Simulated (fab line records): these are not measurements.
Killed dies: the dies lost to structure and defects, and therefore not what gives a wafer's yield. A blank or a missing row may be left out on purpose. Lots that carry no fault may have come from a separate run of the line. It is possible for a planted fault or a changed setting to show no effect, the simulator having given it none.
Which of the tools did it? ; flow gf180mcu ; 6 lots with 18 wafers sampled at 2 steps, on a route of 602 steps

== WHAT THE GAUGES READ, wafer by wafer ==
GF_TOP_METAL_RS_MEAS_05: uses a four-point probe to measure.
lot;measured;on;TOP_METAL_ALCU_RS (ohm/sq)
L763;day 27 12:41;film_metro-02;0.0321 0.0325 0.0326
L765;day 28 04:52;film_metro-04;0.0328 0.0329 0.0325
L767;day 29 08:53;film_metro-02;0.0331 0.0333 0.0329
L771;day 30 08:50;film_metro-03;0.0329 0.0329 0.0327
L773;day 30 21:26;film_metro-03;0.0334 0.0336 0.0333
L784;day 33 15:52;film_metro-03;0.0327 0.0330 0.0330

== TOOL THAT RAN EACH LOT (tool first, then ch and the chambers of the sampled wafers, then the start) ==
lot;GF_TOP_METAL_SPUTTER_01
L763;pvd_sputter-01, day 27 12:33
L765;pvd_sputter-04, day 28 04:42
L767;pvd_sputter-04, day 29 08:44
L771;pvd_sputter-04, day 30 08:42
L773;pvd_sputter-04, day 30 21:19
L784;pvd_sputter-03, day 33 15:44
- GF_TOP_METAL_SPUTTER_01: material TiN, target thk 30 nm, time 25 s.

== THE ANSWER, worked out from the rows above alone ==
Rule: the lots themselves supply what counts as usual. Put in order of their means at a reading, lots are off if they are a third of the lots or fewer, leave a main group of 4 or more, and stand apart from it by a gap of 3 or more times the standard deviation of the main group's means; of several such gaps the widest counts. A main group whose means are all the same, to the digits that the tables above print for the reading, isn't used. Also off: a lot with no number at a reading for which 4 or more lots have one. Any other lot the step has rows for is counted as sound.
No lot is off on any of the readings shown, so nothing can be concluded from this.

== WHAT THE SIMULATOR PUT IN ==
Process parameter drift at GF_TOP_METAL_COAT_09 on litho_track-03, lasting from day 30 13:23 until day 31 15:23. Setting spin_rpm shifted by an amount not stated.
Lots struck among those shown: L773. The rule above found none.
